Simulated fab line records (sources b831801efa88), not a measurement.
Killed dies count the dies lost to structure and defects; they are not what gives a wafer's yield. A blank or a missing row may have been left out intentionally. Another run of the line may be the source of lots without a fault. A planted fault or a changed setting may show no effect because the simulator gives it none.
Which tool was responsible? / flow sky130 / 42 wafers from 14 lots sampled at 2 of the route's 708 steps

== WHAT THE GAUGES SHOWED, per wafer ==
SKY_LDD_HVN_TW_MEAS_10. Usual: LDD_HVN_TW 1439, standard deviation 8.9.
lot=L397; measured=day 20 21:47; on=film-metro-01; LDD_HVN_TW=1442 1448 1443; flag=
lot=L398; measured=day 21 06:01; on=film-metro-01; LDD_HVN_TW=1444 1445 1445; flag=
lot=L399; measured=day 21 15:23; on=film-metro-02; LDD_HVN_TW=1438 1440 1449; flag=
lot=L401; measured=day 22 03:25; on=film-metro-02; LDD_HVN_TW=1439 1443 1433; flag=
lot=L403; measured=day 23 19:11; on=film-metro-01; LDD_HVN_TW=1445 1452 1455; flag=
lot=L407; measured=day 24 07:14; on=film-metro-02; LDD_HVN_TW=1421 1420 1421; flag=
lot=L406; measured=day 24 10:20; on=film-metro-03; LDD_HVN_TW=1434 1438 1434; flag=
lot=L408; measured=day 24 16:32; on=film-metro-01; LDD_HVN_TW=1440 1441 1429; flag=
lot=L409; measured=day 25 00:20; on=film-metro-01; LDD_HVN_TW=1443 1445 1438; flag=
lot=L410; measured=day 25 16:04; on=film-metro-03; LDD_HVN_TW=1366 1369 1364; flag=OFF
lot=L411; measured=day 25 19:52; on=film-metro-01; LDD_HVN_TW=1374 1368 1375; flag=OFF
lot=L412; measured=day 26 09:22; on=film-metro-01; LDD_HVN_TW=1444 1431 1446; flag=
lot=L413; measured=day 26 11:07; on=film-metro-01; LDD_HVN_TW=1446 1436 1442; flag=
lot=L415; measured=day 27 02:37; on=film-metro-03; LDD_HVN_TW=1433 1434 1436; flag=

== WHICH TOOL RAN EACH LOT (tool, then ch and the chambers of the sampled wafers, then the start) ==
lot=L397; SKY_LDD_HVN_IMPLANT_08=implanter-03 ch 0, day 20 21:33
lot=L398; SKY_LDD_HVN_IMPLANT_08=implanter-02 ch 0, day 21 05:46
lot=L399; SKY_LDD_HVN_IMPLANT_08=implanter-01 ch 0, day 21 15:09
lot=L401; SKY_LDD_HVN_IMPLANT_08=implanter-02 ch 0, day 22 03:10
lot=L403; SKY_LDD_HVN_IMPLANT_08=implanter-03 ch 0, day 23 18:58
lot=L407; SKY_LDD_HVN_IMPLANT_08=implanter-02 ch 0, day 24 07:01
lot=L406; SKY_LDD_HVN_IMPLANT_08=implanter-02 ch 0, day 24 10:07
lot=L408; SKY_LDD_HVN_IMPLANT_08=implanter-03 ch 0, day 24 16:20
lot=L409; SKY_LDD_HVN_IMPLANT_08=implanter-03 ch 0, day 25 00:07
lot=L410; SKY_LDD_HVN_IMPLANT_08=implanter-03 ch 0, day 25 15:49
lot=L411; SKY_LDD_HVN_IMPLANT_08=implanter-03 ch 0, day 25 19:37
lot=L412; SKY_LDD_HVN_IMPLANT_08=implanter-02 ch 0, day 26 09:07
lot=L413; SKY_LDD_HVN_IMPLANT_08=implanter-02 ch 0, day 26 10:52
lot=L415; SKY_LDD_HVN_IMPLANT_08=implanter-02 ch 0, day 27 02:22
- SKY_LDD_HVN_IMPLANT_08

== WHAT THE TOOLS THEMSELVES READ (means of the sampled wafers that have a number; where no wafer has one, the mark that the record gives instead) ==
SKY_LDD_HVN_IMPLANT_08. Usual: dose-ions-cm2 2.999e+13, standard deviation 3.1e+10; end-station-pressure-torr 5.11e-06 Torr, standard deviation 2.8e-07; faraday-current-uA 169, standard deviation 3.5.
lot=L397; tool=implanter-03; dose-ions-cm2=2.999e+13; end-station-pressure-torr (Torr)=5.15e-06; faraday-current-uA=168; flag=
lot=L398; tool=implanter-02; dose-ions-cm2=2.999e+13; end-station-pressure-torr (Torr)=5.10e-06; faraday-current-uA=169; flag=
lot=L399; tool=implanter-01; dose-ions-cm2=3.003e+13; end-station-pressure-torr (Torr)=5.54e-06; faraday-current-uA=171; flag=
lot=L401; tool=implanter-02; dose-ions-cm2=2.999e+13; end-station-pressure-torr (Torr)=5.07e-06; faraday-current-uA=169; flag=
lot=L403; tool=implanter-03; dose-ions-cm2=3.003e+13; end-station-pressure-torr (Torr)=5.02e-06; faraday-current-uA=167; flag=
lot=L407; tool=implanter-02; dose-ions-cm2=3.001e+13; end-station-pressure-torr (Torr)=5.06e-06; faraday-current-uA=167; flag=
lot=L406; tool=implanter-02; dose-ions-cm2=3.000e+13; end-station-pressure-torr (Torr)=5.17e-06; faraday-current-uA=170; flag=
lot=L408; tool=implanter-03; dose-ions-cm2=2.996e+13; end-station-pressure-torr (Torr)=4.64e-06; faraday-current-uA=168; flag=
lot=L409; tool=implanter-03; dose-ions-cm2=2.999e+13; end-station-pressure-torr (Torr)=5.18e-06; faraday-current-uA=166; flag=
lot=L410; tool=implanter-03; dose-ions-cm2=2.546e+13; end-station-pressure-torr (Torr)=5.14e-06; faraday-current-uA=144; flag=OFF
lot=L411; tool=implanter-03; dose-ions-cm2=2.547e+13; end-station-pressure-torr (Torr)=5.10e-06; faraday-current-uA=144; flag=OFF
lot=L412; tool=implanter-02; dose-ions-cm2=2.999e+13; end-station-pressure-torr (Torr)=5.07e-06; faraday-current-uA=168; flag=
lot=L413; tool=implanter-02; dose-ions-cm2=2.998e+13; end-station-pressure-torr (Torr)=5.16e-06; faraday-current-uA=166; flag=
lot=L415; tool=implanter-02; dose-ions-cm2=2.997e+13; end-station-pressure-torr (Torr)=4.98e-06; faraday-current-uA=169; flag=

== THE ANSWER, worked out from the rows above alone ==
Rule: a lot counts as off when the mean over its wafers that have a number is more than 3 standard deviations away from the usual mean. A lot without any number at a reading at which 4 lots or more have one is off too. Any other lot the step has rows for is counted as sound. First the gauges in route order, then the tools' own readings, where a lot's mean is used as printed above. The first step at which some lot is off is used, and at that step the reading that is off furthest; a lot without a number counts as furthest.
Off: L410, L411, at SKY_LDD_HVN_TW_MEAS_10 (LDD_HVN_TW).
A tool fits if, at a process step before that reading, it ran every lot that is off, and no sound lot after the first of them. The gauges at SKY_LDD_HVN_TW_MEAS_10 aren't tried: what is off there is off at SKY_LDD_HVN_IMPLANT_08 too, on other tools, and a gauge's error can't cause that. One fits: SKY_LDD_HVN_IMPLANT_08 on implanter-03. A fault onset in the window from L409 (day 25 00:07, its last sound lot) to L410 (day 25 15:49, its first lot off) fits.
The tool's own readings at SKY_LDD_HVN_IMPLANT_08 bear it out: on the lots that are off they differ by more than 5 times the standard deviation of the sound lots' means. dose-ions-cm2 reads 2.546e+13 there against 2.999e+13 on the sound lots; faraday-current-uA reads 144 there against 168 on the sound lots.

== WHAT HAD BEEN PUT IN BY THE SIMULATOR ==
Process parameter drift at SKY_LDD_HVN_IMPLANT_08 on implanter-03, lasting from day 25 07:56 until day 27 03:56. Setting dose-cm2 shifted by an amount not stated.
Shown lots that were struck: L410, L411. This agrees with what the rule above found.
